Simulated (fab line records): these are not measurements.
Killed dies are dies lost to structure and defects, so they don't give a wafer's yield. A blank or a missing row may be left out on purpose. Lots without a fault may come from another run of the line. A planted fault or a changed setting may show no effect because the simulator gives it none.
Which tool is to blame? ; flow gf180mcu ; Sampling: 13 lots, 39 wafers, 6 of 602 route steps

## WHAT EACH GAUGE READ, for each wafer
GF_MVSD_TW_MEAS_11. Usual: MVSD_TW 1575, standard deviation 7.1.
lot;measured;on;MVSD_TW;flag
L911;day 4 11:34;film-metro-02;1574 1561 1569;
L912;day 4 15:43;film-metro-01;1577 1574 1577;
L913;day 5 02:57;film-metro-01;1583 1577 1587;
L915;day 5 19:13;film-metro-02;1582 1575 1580;
L918;day 6 07:28;film-metro-04;1583 1579 1579;
L917;day 6 08:01;film-metro-04;1579 1581 1587;
L919;day 6 13:43;film-metro-04;44 45 43;OFF
L927;day 8 11:26;film-metro-01;1574 1573 1570;
L928;day 8 15:58;film-metro-02;1581 1577 1579;
L930;day 9 03:26;film-metro-01;1571 1574 1573;
L931;day 9 08:01;film-metro-04;1559 1571 1573;
L932;day 9 14:44;film-metro-04;1570 1567 1557;
L934;day 10 01:41;film-metro-01;1569 1567 1564;

GF_POLY_GATE_THK_MEAS_17. Usual: POLY_GATE_OXIDATION_THK 3.95 nm, standard deviation 0.071.
lot;measured;on;POLY_GATE_OXIDATION_THK (nm);flag
L911;day 9 10:55;film-metro-03;3.95 4.00 4.08;
L912;day 9 15:41;film-metro-01;4.02 4.09 4.11;
L913;day 10 03:16;film-metro-01;3.91 3.99 4.05;
L915;day 10 23:41;film-metro-03;3.97 3.96 3.99;
L918;day 11 15:41;film-metro-03;3.98 4.02 3.95;
L917;day 11 17:52;film-metro-04;3.98 3.97 4.05;
L919;day 12 02:17;film-metro-01;3.89 3.90 3.94;
L927;day 14 07:23;film-metro-01;3.94 4.04 3.91;
L928;day 14 13:14;film-metro-04;4.00 3.98 3.94;
L930;day 15 09:23;film-metro-01;3.91 3.89 3.85;
L931;day 15 12:07;film-metro-01;4.02 4.02 4.06;
L932;day 15 17:43;film-metro-04;3.96 3.96 3.90;
L934;day 16 10:01;film-metro-03;3.85 3.94 3.93;

## EACH LOT AND THE TOOL THAT RAN IT (in order: tool; ch and the chambers of the sampled wafers; start)
lot;GF_LVPWELL_STRIP_10;GF_MVSD_STRIP_10;GF_VT_IMPLANT_STRIP_42;GF_POLY_GATE_STRIP_14
L911;plasma-asher-01 ch 0,1, day 3 21:01;plasma-asher-01 ch 0,1, day 4 11:28;plasma-asher-04 ch 0,1, day 7 15:01;plasma-asher-01 ch 0,1, day 9 08:50
L912;plasma-asher-02 ch 0,1, day 4 00:34;plasma-asher-01 ch 0,1, day 4 15:37;plasma-asher-01 ch 0,1, day 7 21:25;plasma-asher-03 ch 0,1, day 9 14:17
L913;plasma-asher-04 ch 0,1, day 4 11:33;plasma-asher-03 ch 0,1, day 5 02:50;plasma-asher-03 ch 1, day 8 09:53;plasma-asher-01 ch 0,1, day 10 01:50
L915;plasma-asher-04 ch 0,1, day 5 03:13;plasma-asher-01 ch 0,1, day 5 19:07;plasma-asher-01 ch 0,1, day 9 04:30;plasma-asher-01 ch 0,1, day 10 22:17
L918;plasma-asher-01 ch 0,1, day 5 16:09;plasma-asher-02 ch 0,1, day 6 07:22;plasma-asher-04 ch 0,1, day 9 17:53;plasma-asher-03 ch 0,1, day 11 14:00
L917;plasma-asher-02 ch 0, day 5 16:28;plasma-asher-02 ch 0, day 6 07:55;plasma-asher-01 ch 0,1, day 9 19:24;plasma-asher-03 ch 0,1, day 11 15:56
L919;plasma-asher-01 ch 1, day 5 22:16;plasma-asher-03 ch 0,1, day 6 13:37;plasma-asher-04 ch 0,1, day 10 02:27;plasma-asher-01 ch 0,1, day 11 23:11
L927;plasma-asher-04 ch 0, day 7 18:09;plasma-asher-03 ch 0,1, day 8 11:20;plasma-asher-01 ch 0,1, day 12 06:16;plasma-asher-01 ch 0,1, day 14 05:44
L928;plasma-asher-01 ch 0,1, day 7 22:33;plasma-asher-02 ch 0,1, day 8 15:52;plasma-asher-01 ch 0,1, day 12 11:48;plasma-asher-01 ch 0,1, day 14 11:50
L930;plasma-asher-01 ch 0,1, day 8 10:02;plasma-asher-02 ch 0,1, day 9 03:21;plasma-asher-04 ch 0,1, day 13 02:36;plasma-asher-03 ch 0,1, day 15 08:00
L931;plasma-asher-01 ch 0,1, day 8 14:34;plasma-asher-03 ch 0,1, day 9 07:55;plasma-asher-04 ch 0,1, day 13 05:31;plasma-asher-03 ch 0,1, day 15 09:20
L932;plasma-asher-04 ch 0,1, day 8 21:15;plasma-asher-01 ch 0,1, day 9 14:39;plasma-asher-04 ch 0,1, day 13 14:32;plasma-asher-02 ch 0,1, day 15 15:55
L934;plasma-asher-01 ch 0,1, day 9 07:35;plasma-asher-03 ch 0,1, day 10 01:36;plasma-asher-03 ch 0,1, day 14 02:07;plasma-asher-01 ch 0,1, day 16 08:37
- GF_LVPWELL_STRIP_10: strips in O2/N2.
- GF_MVSD_STRIP_10: strips in O2/N2.
- GF_VT_IMPLANT_STRIP_42: strips in O2/N2.
- GF_POLY_GATE_STRIP_14: strips in O2/N2.

## WHAT THE TOOLS THEMSELVES READ (means of the sampled wafers that have a number; where no wafer has one, the mark that the record gives instead)
GF_LVPWELL_STRIP_10. Usual: drypump-motor-current-A 5.6 A, standard deviation 0.61; heater-power-w 335 W, standard deviation 39; oes-product-au 0.722 a.u., standard deviation 0.0048; strip-time-to-endpoint-s 36.25 s, standard deviation 0.082.
lot;tool;drypump-motor-current-A (A);heater-power-w (W);oes-product-au (a.u.);strip-time-to-endpoint-s (s);flag
L911;plasma-asher-01;5.0;309;0.722;36.28;
L912;plasma-asher-02;6.2;320;0.719;36.32;
L913;plasma-asher-04;5.6;366;0.730;36.28;
L915;plasma-asher-04;6.0;381;0.719;36.20;
L918;plasma-asher-01;5.2;294;0.724;36.15;
L917;plasma-asher-02;5.6;342;0.722;36.26;
L919;plasma-asher-01;5.4;280;0.949;-;OFF
L927;plasma-asher-04;5.2;349;0.722;36.31;
L928;plasma-asher-01;5.0;303;0.722;36.20;
L930;plasma-asher-01;5.0;302;0.723;36.20;
L931;plasma-asher-01;5.2;296;0.720;36.25;
L932;plasma-asher-04;5.6;369;0.720;36.12;
L934;plasma-asher-01;5.2;292;0.716;36.21;

GF_MVSD_STRIP_10. Usual: drypump-motor-current-A 5.5 A, standard deviation 0.5; heater-power-w 310 W, standard deviation 18; oes-product-au 0.723 a.u., standard deviation 0.0049; strip-time-to-endpoint-s 36.90 s, standard deviation 0.12.
lot;tool;drypump-motor-current-A (A);heater-power-w (W);oes-product-au (a.u.);strip-time-to-endpoint-s (s);flag
L911;plasma-asher-01;5.2;286;0.720;37.01;
L912;plasma-asher-01;5.0;303;0.723;36.85;
L913;plasma-asher-03;5.4;297;0.720;37.11;
L915;plasma-asher-01;5.2;294;0.721;36.94;
L918;plasma-asher-02;5.9;332;0.717;37.10;
L917;plasma-asher-02;5.6;334;0.721;36.99;
L919;plasma-asher-03;5.4;299;0.727;53.50;OFF
L927;plasma-asher-03;5.4;305;0.721;36.91;
L928;plasma-asher-02;6.2;326;0.725;36.83;
L930;plasma-asher-02;6.1;330;0.721;36.83;
L931;plasma-asher-03;5.5;301;0.720;36.84;
L932;plasma-asher-01;5.2;293;0.722;36.83;
L934;plasma-asher-03;5.5;303;0.721;36.92;

GF_VT_IMPLANT_STRIP_42. Usual: drypump-motor-current-A 5.5 A, standard deviation 0.56; heater-power-w 334 W, standard deviation 42; oes-product-au 0.716 a.u., standard deviation 0.0048; strip-time-to-endpoint-s 12.62 s, standard deviation 0.035.
lot;tool;drypump-motor-current-A (A);heater-power-w (W);oes-product-au (a.u.);strip-time-to-endpoint-s (s);flag
L911;plasma-asher-04;5.6;368;0.714;12.58;
L912;plasma-asher-01;5.0;302;0.719;12.59;
L913;plasma-asher-03;5.7;304;0.714;12.59;
L915;plasma-asher-01;5.2;293;0.715;12.59;
L918;plasma-asher-04;5.6;366;0.720;12.61;
L917;plasma-asher-01;5.0;301;0.718;12.59;
L919;plasma-asher-04;6.0;383;0.719;12.65;
L927;plasma-asher-01;5.2;292;0.715;12.68;
L928;plasma-asher-01;5.0;303;0.714;12.67;
L930;plasma-asher-04;6.0;379;0.714;12.64;
L931;plasma-asher-04;5.6;364;0.716;12.65;
L932;plasma-asher-04;5.6;366;0.718;12.62;
L934;plasma-asher-03;5.5;303;0.714;12.68;

GF_POLY_GATE_STRIP_14. Usual: drypump-motor-current-A 5.4 A, standard deviation 0.43; heater-power-w 305 W, standard deviation 16; oes-product-au 0.505 a.u., standard deviation 0.0044.
lot;tool;drypump-motor-current-A (A);heater-power-w (W);oes-product-au (a.u.);flag
L911;plasma-asher-01;5.2;286;0.505;
L912;plasma-asher-03;5.4;302;0.506;
L913;plasma-asher-01;5.0;301;0.503;
L915;plasma-asher-01;5.0;303;0.507;
L918;plasma-asher-03;5.4;303;0.505;
L917;plasma-asher-03;5.4;299;0.507;
L919;plasma-asher-01;5.0;303;0.507;
L927;plasma-asher-01;5.0;304;0.508;
L928;plasma-asher-01;5.0;304;0.501;
L930;plasma-asher-03;5.6;303;0.500;
L931;plasma-asher-03;5.5;304;0.503;
L932;plasma-asher-02;6.2;324;0.508;
L934;plasma-asher-01;5.0;304;0.502;

## THE ANSWER, worked out from the rows above alone
Rule: take the mean of a lot's wafers that have a number; if it is more than 3 standard deviations from the usual mean, the lot is off. A lot without any number at a reading at which 4 lots or more have one is off too. The other lots that the step has rows for count as sound. The gauges are gone through in route order, then the tools' own readings, and for those a lot's mean is taken as printed above. The first step at which some lot is off is used, and at that step the reading that is off furthest; a lot without a number counts as furthest.
Off: L919, seen at GF_MVSD_TW_MEAS_11 (MVSD_TW).
If a tool, at a process step before that reading, ran all the lots that are off and no sound lot after the first of them, it fits. Not tried: the gauges at GF_MVSD_TW_MEAS_11; whatever is off there is also off at GF_LVPWELL_STRIP_10, on other tools, and gauge error can't account for it. Not one of the candidates tried fits.

## WHAT THE SIMULATOR HAD INSERTED
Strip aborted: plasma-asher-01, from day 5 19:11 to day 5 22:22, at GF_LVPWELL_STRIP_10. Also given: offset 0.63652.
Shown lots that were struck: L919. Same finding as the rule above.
